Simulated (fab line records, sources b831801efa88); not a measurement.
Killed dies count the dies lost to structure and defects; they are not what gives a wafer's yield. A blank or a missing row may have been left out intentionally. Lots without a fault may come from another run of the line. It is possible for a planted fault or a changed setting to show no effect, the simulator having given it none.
The tool behind it: which one? / flow sky130 / 11 lots, 33 wafers sampled, at 7 steps of a route of 708

WHAT THE GAUGES SHOWED, per wafer
SKY_LDD_P_OVL_MEAS_08.
lot=L351; measured=day 18 12:14; on=overlay-02; LDD_P_OVL (nm)=1.2 0.4 1.5
lot=L353; measured=day 19 19:35; on=overlay-01; LDD_P_OVL (nm)=0.7 -0.4 0.8
lot=L354; measured=day 19 23:16; on=overlay-01; LDD_P_OVL (nm)=2.6 -0.1 2.3
lot=L355; measured=day 20 10:13; on=overlay-02; LDD_P_OVL (nm)=1.9 0.7 0.7
lot=L358; measured=day 22 00:02; on=overlay-01; LDD_P_OVL (nm)=-2.6 -0.8 -0.4
lot=L364; measured=day 24 02:46; on=overlay-02; LDD_P_OVL (nm)=0.3 1.0 1.5
lot=L363; measured=day 24 04:09; on=overlay-01; LDD_P_OVL (nm)=0.0 -1.9 0.8
lot=L365; measured=day 24 06:15; on=overlay-01; LDD_P_OVL (nm)=1.8 3.6 1.3
lot=L369; measured=day 25 21:57; on=overlay-02; LDD_P_OVL (nm)=-0.8 -0.5 -0.9
lot=L370; measured=day 25 22:44; on=overlay-02; LDD_P_OVL (nm)=0.6 -2.1 1.9
lot=L373; measured=day 26 23:03; on=overlay-02; LDD_P_OVL (nm)=0.1 0.9 2.5

SKY_SD_P_TW_MEAS_11.
lot=L351; measured=day 24 22:11; on=film-metro-01; SD_P_TW=2803 2797 2795
lot=L353; measured=day 26 04:56; on=film-metro-03; SD_P_TW=2819 2819 2805
lot=L354; measured=day 26 08:01; on=film-metro-01; SD_P_TW=2777 2801 2801
lot=L355; measured=day 26 17:16; on=film-metro-04; SD_P_TW=2752 2779 2768
lot=L358; measured=day 28 00:49; on=film-metro-04; SD_P_TW=2781 2792 2781
lot=L364; measured=day 29 22:34; on=film-metro-03; SD_P_TW=2790 2779 2794
lot=L363; measured=day 30 01:18; on=film-metro-04; SD_P_TW=2769 2778 2785
lot=L365; measured=day 30 02:20; on=film-metro-04; SD_P_TW=2779 2809 2792
lot=L369; measured=day 31 16:53; on=film-metro-03; SD_P_TW=2783 2797 2795
lot=L370; measured=day 31 19:17; on=film-metro-01; SD_P_TW=2686 2681 2674 2677 2690 2685
lot=L373; measured=day 32 17:47; on=film-metro-01; SD_P_TW=2670 2668 2662 2661 2647 2662

SKY_SD_N_OVL_MEAS_08.
lot=L351; measured=day 27 04:18; on=overlay-02; SD_N_OVL (nm)=0.4 1.2 0.6
lot=L353; measured=day 28 11:15; on=overlay-02; SD_N_OVL (nm)=-1.3 0.9 -2.9
lot=L354; measured=day 28 13:34; on=overlay-01; SD_N_OVL (nm)=2.4 0.3 1.1
lot=L355; measured=day 28 23:04; on=overlay-01; SD_N_OVL (nm)=1.7 1.3 1.6
lot=L358; measured=day 30 06:30; on=overlay-01; SD_N_OVL (nm)=-0.1 -0.3 1.3
lot=L364; measured=day 32 04:22; on=overlay-02; SD_N_OVL (nm)=0.5 0.1 0.7
lot=L363; measured=day 32 07:19; on=overlay-02; SD_N_OVL (nm)=-2.0 -2.3 -3.3
lot=L365; measured=day 32 09:33; on=overlay-01; SD_N_OVL (nm)=-2.9 -0.3 -2.0
lot=L369; measured=day 33 22:33; on=overlay-02; SD_N_OVL (nm)=0.6 -0.9 -2.3
lot=L370; measured=day 34 01:32; on=overlay-01; SD_N_OVL (nm)=0.4 0.5 0.8
lot=L373; measured=day 34 23:56; on=overlay-01; SD_N_OVL (nm)=-0.5 2.5 0.2

SKY_SD_N_RS_MEAS_17: the measuring method here is four-point-probe.
lot=L351; measured=day 27 05:08; on=film-metro-04; SD_P_RS (ohm/sq)=147.5 147.2 147.7
lot=L353; measured=day 28 12:08; on=film-metro-01; SD_P_RS (ohm/sq)=147.3 147.4 147.0
lot=L354; measured=day 28 14:32; on=film-metro-03; SD_P_RS (ohm/sq)=147.1 147.4 147.2
lot=L355; measured=day 29 00:00; on=film-metro-04; SD_P_RS (ohm/sq)=146.8 147.0 147.1
lot=L358; measured=day 30 07:20; on=film-metro-01; SD_P_RS (ohm/sq)=146.1 146.4 146.8
lot=L364; measured=day 32 05:15; on=film-metro-01; SD_P_RS (ohm/sq)=147.7 147.5 147.4
lot=L363; measured=day 32 08:10; on=film-metro-01; SD_P_RS (ohm/sq)=146.8 147.1 146.8
lot=L365; measured=day 32 10:24; on=film-metro-03; SD_P_RS (ohm/sq)=146.9 147.0 146.6
lot=L369; measured=day 33 23:23; on=film-metro-03; SD_P_RS (ohm/sq)=147.0 147.0 147.1
lot=L370; measured=day 34 02:23; on=film-metro-04; SD_P_RS (ohm/sq)=150.3 150.7 150.6 150.6 150.5 150.4
lot=L373; measured=day 35 00:47; on=film-metro-04; SD_P_RS (ohm/sq)=150.7 150.7 150.6 151.0 150.9 150.7

SKY_LI_CONTACT_THK_MEAS_01.
lot=L351; measured=day 27 05:30; on=film-metro-01; LI_CONTACT_HDPCVD_THK (nm)=909 929 909
lot=L353; measured=day 28 12:31; on=film-metro-04; LI_CONTACT_HDPCVD_THK (nm)=911 913 920
lot=L354; measured=day 28 14:52; on=film-metro-03; LI_CONTACT_HDPCVD_THK (nm)=917 925 908
lot=L355; measured=day 29 00:20; on=film-metro-03; LI_CONTACT_HDPCVD_THK (nm)=924 959 928
lot=L358; measured=day 30 07:42; on=film-metro-03; LI_CONTACT_HDPCVD_THK (nm)=943 944 957
lot=L364; measured=day 32 05:35; on=film-metro-01; LI_CONTACT_HDPCVD_THK (nm)=913 906 912
lot=L363; measured=day 32 08:31; on=film-metro-03; LI_CONTACT_HDPCVD_THK (nm)=910 926 920
lot=L365; measured=day 32 10:46; on=film-metro-04; LI_CONTACT_HDPCVD_THK (nm)=926 939 913
lot=L369; measured=day 33 23:45; on=film-metro-01; LI_CONTACT_HDPCVD_THK (nm)=938 936 941
lot=L370; measured=day 34 05:49; on=film-metro-03; LI_CONTACT_HDPCVD_THK (nm)=922 930 935
lot=L373; measured=day 35 03:41; on=film-metro-01; LI_CONTACT_HDPCVD_THK (nm)=910 913 915

EACH LOT AND THE TOOL THAT RAN IT (in order: tool; ch and the chambers of the sampled wafers; start)
lot=L351; SKY_SD_P_IMPLANT_09=implanter-04 ch 0, day 24 21:56; SKY_SD_P_STRIP_10=plasma-asher-03 ch 0,1, day 24 22:05
lot=L353; SKY_SD_P_IMPLANT_09=implanter-03 ch 0, day 26 04:41; SKY_SD_P_STRIP_10=plasma-asher-01 ch 0,1, day 26 04:50
lot=L354; SKY_SD_P_IMPLANT_09=implanter-04 ch 0, day 26 07:48; SKY_SD_P_STRIP_10=plasma-asher-03 ch 0,1, day 26 07:55
lot=L355; SKY_SD_P_IMPLANT_09=implanter-03 ch 0, day 26 17:03; SKY_SD_P_STRIP_10=plasma-asher-04 ch 0,1, day 26 17:10
lot=L358; SKY_SD_P_IMPLANT_09=implanter-04 ch 0, day 28 00:34; SKY_SD_P_STRIP_10=plasma-asher-04 ch 0,1, day 28 00:43
lot=L364; SKY_SD_P_IMPLANT_09=implanter-04 ch 0, day 29 22:21; SKY_SD_P_STRIP_10=plasma-asher-01 ch 0,1, day 29 22:28
lot=L363; SKY_SD_P_IMPLANT_09=implanter-04 ch 0, day 30 01:04; SKY_SD_P_STRIP_10=plasma-asher-03 ch 0,1, day 30 01:11
lot=L365; SKY_SD_P_IMPLANT_09=implanter-02 ch 0, day 30 02:06; SKY_SD_P_STRIP_10=plasma-asher-03 ch 0,1, day 30 02:14
lot=L369; SKY_SD_P_IMPLANT_09=implanter-03 ch 0, day 31 16:38; SKY_SD_P_STRIP_10=plasma-asher-01 ch 0,1, day 31 16:47
lot=L370; SKY_SD_P_IMPLANT_09=implanter-04 ch 0, day 31 19:02; SKY_SD_P_STRIP_10=plasma-asher-01 ch 0,1, day 31 19:11
lot=L373; SKY_SD_P_IMPLANT_09=implanter-04 ch 0, day 32 17:32; SKY_SD_P_STRIP_10=plasma-asher-04 ch 0,1, day 32 17:41
- SKY_SD_P_IMPLANT_09
- SKY_SD_P_STRIP_10: strips in O2/N2.

WHAT THE TOOLS THEMSELVES READ (means of the sampled wafers that have a number; where no wafer has one, the mark that the record gives instead)
SKY_SD_P_IMPLANT_09.
lot=L351 tool=implanter-04 beam-energy-keV=19.999 dose-ions-cm2=3e+15
lot=L353 tool=implanter-03 beam-energy-keV=20.003 dose-ions-cm2=3e+15
lot=L354 tool=implanter-04 beam-energy-keV=20.006 dose-ions-cm2=3e+15
lot=L355 tool=implanter-03 beam-energy-keV=20.005 dose-ions-cm2=3e+15
lot=L358 tool=implanter-04 beam-energy-keV=20.011 dose-ions-cm2=3e+15
lot=L364 tool=implanter-04 beam-energy-keV=20.004 dose-ions-cm2=3e+15
lot=L363 tool=implanter-04 beam-energy-keV=19.989 dose-ions-cm2=3e+15
lot=L365 tool=implanter-02 beam-energy-keV=20.002 dose-ions-cm2=3e+15
lot=L369 tool=implanter-03 beam-energy-keV=19.994 dose-ions-cm2=3e+15
lot=L370 tool=implanter-04 beam-energy-keV=19.999 dose-ions-cm2=2e+15
lot=L373 tool=implanter-04 beam-energy-keV=20.005 dose-ions-cm2=2e+15

SKY_SD_P_STRIP_10.
lot=L351; tool=plasma-asher-03; drypump-motor-current-A (A)=5.5; oes-product-au (a.u.)=0.620; strip-time-to-endpoint-s (s)=17.53
lot=L353; tool=plasma-asher-01; drypump-motor-current-A (A)=5.3; oes-product-au (a.u.)=0.620; strip-time-to-endpoint-s (s)=17.45
lot=L354; tool=plasma-asher-03; drypump-motor-current-A (A)=5.5; oes-product-au (a.u.)=0.619; strip-time-to-endpoint-s (s)=17.52
lot=L355; tool=plasma-asher-04; drypump-motor-current-A (A)=6.3; oes-product-au (a.u.)=0.618; strip-time-to-endpoint-s (s)=17.45
lot=L358; tool=plasma-asher-04; drypump-motor-current-A (A)=5.7; oes-product-au (a.u.)=0.617; strip-time-to-endpoint-s (s)=17.51
lot=L364; tool=plasma-asher-01; drypump-motor-current-A (A)=5.3; oes-product-au (a.u.)=0.621; strip-time-to-endpoint-s (s)=17.50
lot=L363; tool=plasma-asher-03; drypump-motor-current-A (A)=5.7; oes-product-au (a.u.)=0.623; strip-time-to-endpoint-s (s)=17.44
lot=L365; tool=plasma-asher-03; drypump-motor-current-A (A)=5.5; oes-product-au (a.u.)=0.615; strip-time-to-endpoint-s (s)=17.56
lot=L369; tool=plasma-asher-01; drypump-motor-current-A (A)=5.4; oes-product-au (a.u.)=0.618; strip-time-to-endpoint-s (s)=17.57
lot=L370; tool=plasma-asher-01; drypump-motor-current-A (A)=5.4; oes-product-au (a.u.)=0.625; strip-time-to-endpoint-s (s)=17.01
lot=L373; tool=plasma-asher-04; drypump-motor-current-A (A)=5.8; oes-product-au (a.u.)=0.628; strip-time-to-endpoint-s (s)=17.08

THE ANSWER, worked out from the rows above alone
Rule: what is usual is taken from the lots themselves. The widest of any qualifying gaps counts: lots, ordered by their means at a reading, are off when they make up no more than a third of the lots, leave a main group of 4 or more, and stand apart from it by 3 or more times the standard deviation of that group's means. If all means in a main group match to the digits the tables above print for the reading, that group is not used. Also off: a lot with no number at a reading for which 4 or more lots have one. The other lots that the step has rows for count as sound. The gauges are gone through in route order, then the tools' own readings, and for those a lot's mean is taken as printed above. At the first step where some lot is off, the reading lying furthest off is the one used; lots without a number count as furthest.
Off: L370, L373, seen at SKY_SD_P_TW_MEAS_11 (SD_P_TW). The main group: mean 2790, standard deviation 13.
If a tool, at a process step before that reading, ran all the lots that are off and no sound lot after the first of them, it fits. The gauges at SKY_SD_P_TW_MEAS_11 aren't tried: what is off there is off at SKY_SD_N_RS_MEAS_17 too, on other tools, and a gauge's error can't cause that. One fits: SKY_SD_P_IMPLANT_09 on implanter-04. A fault onset in the window from L363 (day 30 01:04, its last sound lot) to L370 (day 31 19:02, its first lot off) fits.
The tool's own readings at SKY_SD_P_IMPLANT_09 bear it out: on the lots that are off they differ by more than 5 times the standard deviation of the sound lots' means. dose-ions-cm2 reads 2e+15 there against 3e+15 on the sound lots.

WHAT THE SIMULATOR HAD PUT IN
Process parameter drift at SKY_SD_P_IMPLANT_09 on implanter-04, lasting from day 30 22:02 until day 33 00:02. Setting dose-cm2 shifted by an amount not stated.
Shown lots that were struck: L370, L373. The same result came from the rule above.
